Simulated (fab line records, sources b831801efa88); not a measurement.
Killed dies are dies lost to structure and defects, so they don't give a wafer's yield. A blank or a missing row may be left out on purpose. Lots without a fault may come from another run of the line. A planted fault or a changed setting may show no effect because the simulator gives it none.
fab line records | flow sky130
record lots=10 wafers=30 last_day=50
route steps=708 shown FIELD_ISO@15 SONOS_ONO@173 RES_PROTECT@214 PAD_OPEN@708
lots that met no fault: from a run of the same line without faults
start_h: hours from the record's first day to the start of the lot's first wafer shown | wait_h: hours since the lot's step before | " the same as in the row above | L1.1+2: a row that stands for several wafers | - no value, or no start given | * or withheld: withheld | < > ~ a bound
route shown NAME@n: a module of which the file shows steps, and the number in the route of the first | usual: mean/standard deviation of fault-free wafers | same: alike in all rows | chamber/n: place in a boat | sites: the reading at each site | _std_site: their standard deviation | _edge_site: outer sites' mean less inner sites' | radius_mm: how far each site lies from the wafer's centre | mask NAME#n: copy n | behind: the tool/chamber that last shaped the wafer | hold: why the lot was held/for how many hours/how that ended | device: the transistor (n, p or np) that didn't switch | end of line: the same wafers' tests at the end of the route | a step without rows: its recipe alone | killed: dies lost to structure and defects at the first sort, not the wafer's yield | map: a wafer's dies, x killed, . not, _ none there
set.NAME: the setting as run; set.NAME@STEP: as run at that earlier step | model.NAME: the simulator's own value behind a step, which no gauge read
steps of the route over a sample of lots; a table a step, a row a wafer
services: from which hour (start_h, from the record's first day; less than 0 if before it) a tool's chamber was out of use, for how many hours, and why
## steps
# step SKY_FIELD_ISO_ETCH_14
# recipe chemistry=N2/H2 target=BARC ion_energy_ev=200 source_w=500 bias_w=100 pressure_mtorr=30 n2_flow_sccm=100 h2_flow_sccm=200 stop_on=SiO2 time_s=45.9 target_depth_a=600
# usual bias_w=100.0/0.31 chamber_pressure_mTorr=30.002/0.029 drypump_motor_current_A=5.6/0.44 oes_product_au=0.854/0.0048 throttle_valve_pct=13.226/0.0086
# columns lot.wafer tool chamber start_h wait_h bias_w chamber_pressure_mTorr drypump_motor_current_A oes_product_au rf_hours_counter_h throttle_valve_pct
L154.1 rie_diel-04 3 35.67 0.1 99.8 29.984 5.4 0.849 12 13.228
L154.3 " 0 " " 99.6 29.951 6.0 0.851 71 13.216
L154.4 " 2 " " 100.1 30.017 6.1 0.853 49 13.231
L155.2 rie_diel-04 0 39.02 0.1 100.1 30.034 6.0 0.852 71 13.234
L155.3 " 2 " " 100.4 30.027 6.2 0.854 49 13.220
L155.4 " 1 " " 100.4 29.997 5.4 0.854 138 13.236
L166.1 rie_diel-01 1 95.37 0.1 100.4 29.999 5.0 0.856 0 13.231
L166.2 " 3 " " 99.6 29.969 5.3 0.856 13 13.229
L166.4 " 2 " " 99.6 30.016 6.5 0.852 0 13.238
L167.1 rie_diel-01 1 100.52 0.1 - - - - - -
L167.5 " 0 " " - - - - - -
L167.6 " 1 " " - - - - - -
L168.1 rie_diel-04 0 105.87 0.1 - - - - - -
L168.4 " 3 " " - - - - - -
L168.5 " 2 " " - - - - - -
L169.1 rie_diel-01 3 111.57 0.1 - - - - - -
L169.4 " 2 " " - - - - - -
L169.5 " 2 " " - - - - - -
L170.2 rie_diel-01 3 121.92 0.1 99.6 29.947 5.4 0.849 13 13.214
L170.3 " 2 " " 100.4 30.029 6.5 0.856 0 13.214
L170.5 " 2 " " 100.3 29.982 6.5 0.852 - 13.217
L172.3 rie_diel-01 1 129.87 0.1 99.5 29.949 5.0 0.862 1 13.231
L172.4 " 2 " " 100.4 30.013 6.5 0.855 1 13.246
L172.6 " 3 " " 100.1 29.994 5.3 0.860 - 13.227
L173.1 rie_diel-04 1 132.87 0.1 100.0 29.991 5.5 0.854 139 13.222
L173.4 " 3 " " 100.0 29.997 5.4 0.843 14 13.217
L173.5 " 1 " " 99.8 29.966 5.5 0.850 - 13.223
L176.1 rie_diel-01 0 148.90 0.1 99.9 30.026 5.9 0.861 2 13.211
L176.4 " 0 " " 99.6 30.024 5.9 0.854 - 13.232
L176.6 " 3 " " 99.6 29.953 5.4 0.850 - 13.242
# step SKY_FIELD_ISO_ETCH_15
# recipe chemistry=CHF3/O2 target_depth_nm=180 stop_on=Si source_w=600 bias_w=200 pressure_mtorr=40 chf3_flow_sccm=50 O2_flow_sccm=5 time_s=72
# usual O2_flow_sccm=5.000/0.014 bias_w=200.0/0.61 drypump_motor_current_A=5.6/0.44 oes_product_au=0.945/0.007 throttle_valve_pct=8.844/0.0085
# columns lot.wafer tool chamber start_h wait_h O2_flow_sccm bias_w drypump_motor_current_A oes_product_au rf_hours_counter_h throttle_valve_pct
L154.1 rie_diel-04 3 35.71 0.0 4.982 199.7 5.3 0.932 12 8.856
L154.3 " 0 " " 4.980 200.6 6.0 0.937 71 8.839
L154.4 " 2 " " 4.992 200.0 6.1 0.935 49 8.844
L155.2 rie_diel-04 0 39.06 0.0 5.007 199.2 6.0 0.949 71 8.849
L155.3 " 2 " " 4.992 200.3 6.1 0.938 49 8.828
L155.4 " 1 " " 5.010 199.9 5.4 0.937 138 8.836
L166.1 rie_diel-01 1 95.41 0.0 5.018 199.9 5.0 0.947 0 8.836
L166.2 " 3 " " 5.013 200.1 5.3 0.934 13 8.841
L166.4 " 2 " " 4.996 200.0 6.5 0.931 0 8.843
L167.1 rie_diel-01 1 100.56 0.0 5.016 199.2 5.1 0.376 1 8.684
L167.5 " 0 " " 5.018 201.1 5.8 0.372 - 8.668
L167.6 " 1 " " 5.004 199.0 5.0 0.382 - 8.675
L168.1 rie_diel-04 0 105.91 0.0 5.017 199.5 6.0 0.383 72 8.662
L168.4 " 3 " " 4.998 199.9 5.4 0.375 13 8.679
L168.5 " 2 " " 5.008 199.0 6.2 0.372 - 8.682
L169.1 rie_diel-01 3 111.61 0.0 5.000 199.4 5.3 0.376 13 8.670
L169.4 " 2 " " 4.995 199.4 6.5 0.374 0 8.688
L169.5 " 2 " " 4.987 199.1 6.5 0.376 - 8.668
L170.2 rie_diel-01 3 121.96 0.0 4.998 200.5 5.3 0.942 13 8.837
L170.3 " 2 " " 5.014 199.4 6.5 0.945 1 8.840
L170.5 " 2 " " 5.013 199.4 6.5 0.951 - 8.849
L172.3 rie_diel-01 1 129.91 0.0 5.002 199.9 5.0 0.953 1 8.862
L172.4 " 2 " " 5.016 200.6 6.5 0.953 1 8.843
L172.6 " 3 " " 5.004 199.9 5.3 0.961 - 8.842
L173.1 rie_diel-04 1 132.91 0.0 4.993 200.2 5.4 0.955 139 8.857
L173.4 " 3 " " 4.998 199.7 5.4 0.949 14 8.851
L173.5 " 1 " " 4.993 200.1 5.4 0.945 - 8.840
L176.1 rie_diel-01 0 148.94 0.0 5.012 200.2 5.9 0.956 2 8.844
L176.4 " 0 " " 5.041 200.1 5.9 0.945 - 8.835
L176.6 " 3 " " 4.978 200.5 5.3 0.948 - 8.829
# step SKY_FIELD_ISO_STRIP_16
# recipe chemistry=O2/N2 power_w=1400 pressure_mtorr=1500 platen_temp_c=withheld o2_flow_sccm=3000 n2_flow_sccm=300 overash_fraction=0.5
# usual drypump_motor_current_A=5.7/0.42 oes_product_au=0.378/0.0047 strip_time_to_endpoint_s=3.56/0.053
# columns lot.wafer tool chamber start_h wait_h drypump_motor_current_A oes_product_au rf_hours_counter_h strip_time_to_endpoint_s
L154.1 plasma_asher-04 1 35.77 0.0 6.5 0.388 28 3.64
L154.3 " 0 " " 6.0 0.371 - 3.55
L154.4 " 1 " " 6.5 0.379 - 3.54
L155.2 plasma_asher-02 0 39.12 0.0 5.6 0.374 40 3.53
L155.3 " 1 " " 5.2 0.373 - 3.49
L155.4 " 0 " " 5.6 0.391 - 3.66
L166.1 plasma_asher-01 1 95.47 0.0 5.3 0.377 28 3.61
L166.2 " 0 " " 6.0 0.378 28 3.52
L166.4 " 1 " " 5.3 0.383 - 3.59
L167.1 plasma_asher-01 0 100.62 0.0 6.0 0.390 29 4.05
L167.5 " 1 " " 5.3 0.397 - 4.00
L167.6 " 0 " " 6.0 0.406 - 4.03
L168.1 plasma_asher-04 0 105.97 0.0 6.0 0.395 34 3.98
L168.4 " 1 " " 6.5 0.390 - 4.06
L168.5 " 1 " " 6.5 0.396 - 4.00
L169.1 plasma_asher-01 0 111.67 0.0 6.0 0.400 30 3.97
L169.4 " 1 " " 5.3 0.396 - 3.97
L169.5 " 1 " " 5.3 0.399 - 3.97
L170.2 plasma_asher-02 1 122.02 0.0 5.2 0.380 48 3.58
L170.3 " 0 " " 5.6 0.383 - 3.59
L170.5 " 0 " " 5.6 0.381 - 3.58
L172.3 plasma_asher-01 1 130.00 0.1 5.3 0.385 - 3.63
L172.4 " 0 " " 6.0 0.380 - 3.59
L172.6 " 0 " " 6.0 0.382 - 3.56
L173.1 plasma_asher-02 1 132.97 0.0 5.3 0.379 50 3.63
L173.4 " 0 " " 5.6 0.375 - 3.61
L173.5 " 1 " " 5.3 0.377 - 3.63
L176.1 plasma_asher-04 1 148.99 0.0 6.5 0.379 3 3.54
L176.4 " 0 " " 6.0 0.387 - 3.54
L176.6 " 0 " " 6.0 0.375 - 3.53
# step SKY_FIELD_ISO_CMP_27
# recipe stop_on=Si3N4 t_overpolish_s=16 down_force_psi=4 platen_rpm=60 target_thk_nm=457.8 pad_velocity_m_s=0.94248
# usual head_pressure_psi=4.000/0.0086 motor_current_A=12.0/1.5
# columns lot.wafer tool chamber start_h wait_h head_pressure_psi motor_current_A
L154.3 cmp-01 2 41.13 0.0 3.995 11.7
L154.4 " 3 " " 4.012 12.9
L154.1 " 0 " " 3.991 14.7
L155.4 cmp-02 1 45.16 0.0 4.005 11.1
L155.2 " 2 " " 3.987 12.0
L155.3 " 3 " " 4.001 10.1
L166.4 cmp-02 1 102.54 0.1 3.991 11.6
L166.2 " 2 " " 3.995 11.8
L166.1 " 3 " " 4.006 11.1
L167.1 cmp-02 3 106.18 0.1 4.015 10.5
L167.5 " 2 " " 3.994 11.6
L167.6 " 3 " " 4.016 10.0
L168.4 cmp-02 2 109.37 0.0 3.997 11.9
L168.1 " 3 " " 3.996 10.0
L168.5 " 2 " " 4.004 12.0
L169.1 cmp-01 1 114.99 0.0 4.019 10.8
L169.4 " 2 " " 3.987 12.1
L169.5 " 2 " " 3.986 12.6
L170.2 cmp-02 0 125.33 0.0 3.991 13.0
L170.3 " 2 " " 3.987 11.8
L170.5 " 1 " " 3.978 11.5
L172.3 cmp-02 1 134.71 0.1 3.998 11.8
L172.4 " 2 " " 4.004 11.0
L172.6 " 3 " " 3.999 10.4
L173.1 cmp-01 0 138.06 0.6 3.996 14.6
L173.4 " 2 " " 3.978 11.9
L173.5 " 0 " " 3.996 16.2
L176.1 cmp-02 3 154.56 0.1 4.010 10.6
L176.4 " 0 " " 3.998 12.8
L176.6 " 3 " " 4.011 10.7
# step SKY_SONOS_ONO_THK_MEAS_05
# recipe reads=SiO2_of_SONOS_ONO_CVD_04
# usual SONOS_ONO_CVD_04_THK=5.76/0.11
# columns lot.wafer tool chamber start_h wait_h SONOS_ONO_CVD_04_THK[nm]
L154.1 film_metro-02 - 266.23 0.0 5.61
L154.3 " - " " 5.67
L154.4 " - " " 5.82
L155.2 film_metro-04 - 272.18 0.0 5.77
L155.3 " - " " 5.71
L155.4 " - " " 5.72
L166.1 film_metro-04 - 352.63 0.0 5.79
L166.2 " - " " 5.86
L166.4 " - " " 5.81
L170.2 film_metro-03 - 391.26 0.0 5.72
L170.3 " - " " 5.59
L170.5 " - " " 5.68
L172.3 film_metro-03 - 411.37 0.0 5.84
L172.4 " - " " 5.80
L172.6 " - " " 5.77
L173.1 film_metro-03 - 415.55 0.0 5.55
L173.4 " - " " 5.68
L173.5 " - " " 5.57
L176.1 film_metro-03 - 436.97 0.0 5.82
L176.4 " - " " 5.79
L176.6 " - " " 5.68
# step SKY_RES_PROTECT_STRIP_07
# recipe chemistry=O2/N2 power_w=1400 pressure_mtorr=1500 platen_temp_c=withheld o2_flow_sccm=3000 n2_flow_sccm=300 overash_fraction=0.5
# usual drypump_motor_current_A=5.7/0.52 oes_product_au=0.517/0.0052 strip_time_to_endpoint_s=23.29/0.037
# columns lot.wafer tool chamber start_h wait_h drypump_motor_current_A oes_product_au rf_hours_counter_h strip_time_to_endpoint_s
L154.1 plasma_asher-04 0 354.75 0.1 6.0 0.521 24 23.30
L154.3 " 0 " " 6.0 0.511 - 23.30
L154.4 " 1 " " 6.5 0.516 - 23.28
L155.2 plasma_asher-03 1 364.30 0.1 5.9 0.507 72 23.27
L155.3 " 0 " " 4.7 0.519 - 23.24
L155.4 " 1 " " 5.8 0.528 - 23.31
L166.1 plasma_asher-02 1 447.25 0.1 5.3 0.520 84 23.32
L166.2 " 0 " " 5.6 0.522 84 23.31
L166.4 " 1 " " 5.3 0.518 - 23.35
L170.2 plasma_asher-04 0 487.02 0.1 6.1 0.526 36 23.33
L170.3 " 1 " " 6.5 0.516 - 23.34
L170.5 " 1 " " 6.5 0.515 - 23.32
L172.3 plasma_asher-04 1 507.08 0.1 6.5 0.513 - 23.32
L172.4 " 0 " " 6.0 0.519 - 23.28
L172.6 " 1 " " 6.5 0.522 - 23.32
L173.1 plasma_asher-04 0 510.85 0.1 6.0 0.507 38 23.31
L173.4 " 1 " " 6.5 0.521 - 23.30
L173.5 " 1 " " 6.5 0.523 - 23.27
L176.1 plasma_asher-02 0 534.47 0.1 5.7 0.520 94 23.25
L176.4 " 1 " " 5.2 0.511 - 23.24
L176.6 " 1 " " 5.3 0.511 - 23.23
# step SKY_PAD_OPEN_PROBE_99
# usual killed_at_M0_to_M3=43/6.5 killed_at_M4_up=3.3/2 killed_at_contacts=24/5.2 killed_at_front_end=16/4.2 killed_at_other=0.3/0.6 killed_dies=87/9.3 killed_on_rim=18/4.2 killed_open=47/7.8 killed_short=39/6.2
# same gross_dies=492 killed_at_back_side=0
# columns lot.wafer tool chamber start_h wait_h killed_at_M0_to_M3 killed_at_M4_up killed_at_contacts killed_at_front_end killed_at_other killed_dies killed_on_rim killed_open killed_short
L167.1 prober-01 - 1148.21 0.1 48 2 17 425 0 492 96 53 28
L167.5 prober-01 - 1148.41 0.2 48 4 19 421 0 492 96 46 39
L167.6 prober-01 - 1148.46 0.2 48 2 21 421 0 492 96 54 38
L168.1 prober-02 - 1150.34 0.1 58 4 20 410 0 492 96 51 44
L168.4 prober-02 - 1150.49 0.2 55 6 27 404 0 492 96 58 44
L168.5 prober-02 - 1150.54 0.2 51 5 26 410 0 492 96 59 40
L169.1 prober-01 - 1160.60 0.1 45 1 23 423 0 492 96 45 41
L169.4 prober-01 - 1160.75 0.2 41 4 25 422 0 492 96 48 40
L169.5 prober-01 - 1160.80 0.2 34 4 28 426 0 492 96 51 32
# killed by level:class
L167.1 FIELD_ISO:area_etch=411 VIA1:geometric_particle:open=15 VIA3:geometric_particle:open=9 VIA2:geometric_particle:open=8 CONTACT:geometric_particle:open=7 FIELD_ISO:geometric_particle:open=6 VIA1:geometric_particle:short=5 METAL1:geometric_particle:short=4
L167.5 FIELD_ISO:area_etch=407 VIA1:geometric_particle:open=10 CONTACT:geometric_particle:open=9 VIA3:geometric_particle:open=8 VIA2:geometric_particle:open=7 VIA1:geometric_particle:short=5 METAL2:geometric_particle:short=5 FIELD_ISO:geometric_particle:short=4
L167.6 FIELD_ISO:area_etch=400 VIA1:geometric_particle:open=17 POLY_GATE:geometric_particle:open=7 LI_CONTACT:geometric_particle:open=7 CONTACT:geometric_particle:open=6 CONTACT:geometric_particle:short=5 VIA2:geometric_particle:short=5 METAL3:geometric_particle:short=5
L168.1 FIELD_ISO:area_etch=397 VIA1:geometric_particle:open=20 LOCAL_INTERCONNECT:geometric_particle:short=8 METAL2:geometric_particle:short=8 METAL1:geometric_particle:short=6 VIA3:geometric_particle:open=6 CONTACT:geometric_particle:open=5 VIA2:geometric_particle:open=5
L168.4 FIELD_ISO:area_etch=389 VIA1:geometric_particle:open=14 VIA2:geometric_particle:open=11 CONTACT:geometric_particle:open=8 LI_CONTACT:geometric_particle:open=7 LOCAL_INTERCONNECT:geometric_particle:short=7 VIA3:geometric_particle:open=6 VIA1:geometric_particle:short=6
L168.5 FIELD_ISO:area_etch=393 VIA1:geometric_particle:open=11 CONTACT:geometric_particle:open=10 METAL1:geometric_particle:short=10 METAL2:geometric_particle:short=6 VIA2:geometric_particle:open=6 VIA3:geometric_particle:open=6 FIELD_ISO:geometric_particle:open=5
L169.1 FIELD_ISO:area_etch=406 VIA3:geometric_particle:open=11 METAL1:geometric_particle:short=9 VIA1:geometric_particle:open=9 LI_CONTACT:geometric_particle:open=7 POLY_GATE:geometric_particle:short=6 VIA2:geometric_particle:open=6 FIELD_ISO:geometric_particle:open=5
L169.4 FIELD_ISO:area_etch=404 VIA1:geometric_particle:open=10 VIA2:geometric_particle:open=9 FIELD_ISO:geometric_particle:short=8 CONTACT:geometric_particle:open=8 VIA3:geometric_particle:open=7 CONTACT:geometric_particle:short=6 METAL1:geometric_particle:short=5
L169.5 FIELD_ISO:area_etch=409 CONTACT:geometric_particle:open=12 LI_CONTACT:geometric_particle:open=10 VIA1:geometric_particle:open=9 FIELD_ISO:geometric_particle:open=6 METAL1:geometric_particle:short=5 VIA3:geometric_particle:open=5 LOCAL_INTERCONNECT:geometric_particle:short=4
## services
# columns tool chamber start_h hours kind
plasma_asher-04 - 25.95 2.8 pm
rie_diel-04 - 63.77 0.6 repair
cmp-02 - 65.24 4.0 pm
plasma_asher-04 - 68.97 10.0 repair
cmp-02 - 72.95 1.1 repair
cmp-02 - 80.71 6.0 repair
cmp-02 - 93.45 5.8 repair
rie_diel-01 2 96.37 9.3 repair
plasma_asher-04 - 108.75 9.0 pm
rie_diel-01 - 119.06 2.8 pm
cmp-02 - 136.45 5.0 pm
rie_diel-04 3 136.92 5.3 repair
rie_diel-01 2 143.77 10.0 repair
rie_diel-04 - 150.59 2.8 pm
rie_diel-01 2 223.66 1.9 repair
rie_diel-01 0 319.59 8.9 repair
rie_diel-01 0 342.34 4.6 repair
rie_diel-04 3 346.48 4.9 repair
rie_diel-01 0 355.26 6.3 repair
rie_diel-04 - 357.95 38.8 repair
rie_diel-01 0 432.56 2.9 repair
rie_diel-04 - 512.26 1.2 repair
rie_diel-01 1 515.99 4.2 repair
rie_diel-01 2 516.27 7.5 repair
## key
first_sign step=SKY_FIELD_ISO_ETCH_14 reading=tool_record direction=missing
effect step=SKY_FIELD_ISO_ETCH_15 reading=oes_product_au direction=down sigmas=81 usual=0.945 struck=0.376
effect step=SKY_FIELD_ISO_STRIP_16 reading=strip_time_to_endpoint_s direction=up sigmas=8.3 usual=* struck=*
effect step=SKY_PAD_OPEN_PROBE_99 reading=killed_at_front_end direction=up sigmas=95 usual=16 struck=418
more_kills_born_at SKY_FIELD_ISO_ETCH_14@rie_diel-01=2437 SKY_FIELD_ISO_ETCH_14@rie_diel-04=1179
met_at SKY_FIELD_ISO_ETCH_14
struck_lots L167,L168,L169
later_rows_left_out L167.1,L167.5,L167.6,L168.1,L168.4,L168.5,L169.1,L169.4,L169.5
tester_left_out L167,L168,L169
not_acting_at SKY_FIELD_ISO_CMP_27,SKY_SONOS_ONO_THK_MEAS_05,SKY_RES_PROTECT_STRIP_07
onset_between 95.37 100.52
fault kind=skipped_step_whole tool=rie_diel-01,rie_diel-04 chamber=- onset_h=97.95 steps=SKY_FIELD_ISO_ETCH_14 scope=struck_lots_only
# tester_left_out: of these lots the tester's yield and bins aren't shown, on N5 and GAA mostly nor the transistor test; their killed dies are dies lost to structure and defects alone, not to doping, threshold or leakage, so they don't give the yield
# later_rows_left_out: the simulator's readings of these wafers behind a module that went badly wrong aren't trusted and aren't shown, but for the sort
